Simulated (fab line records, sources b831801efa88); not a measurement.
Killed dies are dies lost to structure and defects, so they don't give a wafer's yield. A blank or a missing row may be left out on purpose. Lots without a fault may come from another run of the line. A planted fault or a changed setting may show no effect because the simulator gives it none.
One fault seen from 2 desks | flow sky130 | each desk has only its own numbers; what lay behind them comes last

THE METROLOGY DESK
What the gauges read, lot by lot, whatever tool the lot ran on: means of the sampled wafers that have a number. A lot is out of limits, marked OUT, if its mean lies more than 4 standard deviations from the usual mean; the brackets give that distance.
Columns: A = VIA1_W_THK at SKY_VIA1_THK_MEAS_23, usual 277 nm; B = METAL2_OVL at SKY_METAL2_OVL_MEAS_16, usual 4 nm; C = VIA2_HDPCVD_THK at SKY_VIA2_THK_MEAS_01, usual 1180 nm
lot  | first seen here | A   | B  | C
L403 | day 34 22:46    | 273 | -1 | 1181
L404 | day 35 01:52    | 277 | 8  | 1177
L405 | day 35 07:39    | 274 | 6  | 1186
L407 | day 36 08:17    | 272 | 11 | 1185
L410 | day 36 20:02    | 281 | -1 | 1182
L412 | day 36 20:56    | 277 | 6  | 1189
L413 | day 38 02:42    | 271 | 11 | 1187
L417 | day 39 01:19    | 284 | 5  | 1188
L416 | day 39 03:46    | 277 | 7  | 946 (-20) OUT
L418 | day 39 07:40    | 270 | -3 | 946 (-20) OUT
L420 | day 40 11:53    | 275 | 9  | 1188
L421 | day 40 15:26    | 270 | 5  | 1168
This desk's finding: out of limits on L416, L418; first on L416, day 40 06:28 (VIA2_HDPCVD_THK at SKY_VIA2_THK_MEAS_01). In limits: L403, L404, L405, L407, L410, L412, L413, L417, L420, L421.

THE TOOL OWNER'S DESK: hdpcvd-02
The tool's own readings at SKY_VIA2_HDPCVD_00 (deposits SiO2, target thk 1180 nm, time 196.7 s): means of the sampled wafers that have a number, for each lot that ran on this tool. A lot is out of limits, marked OUT, if its mean lies more than 4 standard deviations from the usual mean; the brackets give that distance.
Columns: A = pressure_mtorr at SKY_VIA2_HDPCVD_00, usual 5.999 mTorr; B = sih4_flow_sccm at SKY_VIA2_HDPCVD_00, usual 60.01 sccm
lot  | first seen here | A     | B
L403 | day 36 03:10    | 6.001 | 60.02
L404 | day 36 06:10    | 6.005 | 59.90
L405 | day 36 11:36    | 6.007 | 60.11
L407 | day 37 11:44    | 5.997 | 59.94
L412 | day 38 00:31    | 6.001 | 59.85
L413 | day 39 02:25    | 5.992 | 60.00
L417 | day 40 04:04    | 6.003 | 60.09
L416 | day 40 06:19    | 5.995 | 48.07 (-63) OUT
L418 | day 40 09:58    | 6.001 | 47.72 (-65) OUT
This desk's finding: out of limits on L416, L418; first on L416, day 40 06:19 (sih4_flow_sccm at SKY_VIA2_HDPCVD_00). In limits: L403, L404, L405, L407, L412, L413, L417.

PUT TOGETHER
The tool owner's desk could have raised an alarm at day 40 06:19, on L416, L418.
The metrology desk could have raised an alarm at day 40 06:28, on L416, L418.
Of the lots named, all ran SKY_VIA2_HDPCVD_00 on hdpcvd-02.

WHAT THE SIMULATOR HAD PUT IN
Process parameter drift: hdpcvd-02, from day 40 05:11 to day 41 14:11, at SKY_VIA2_HDPCVD_00. Setting sih4_flow_sccm, moved by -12, from 60. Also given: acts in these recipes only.
Lots struck among those shown: L416, L418.
Hours from the fault's start to each desk's first reading out of limits: the tool owner's desk, 1; the metrology desk, 1.
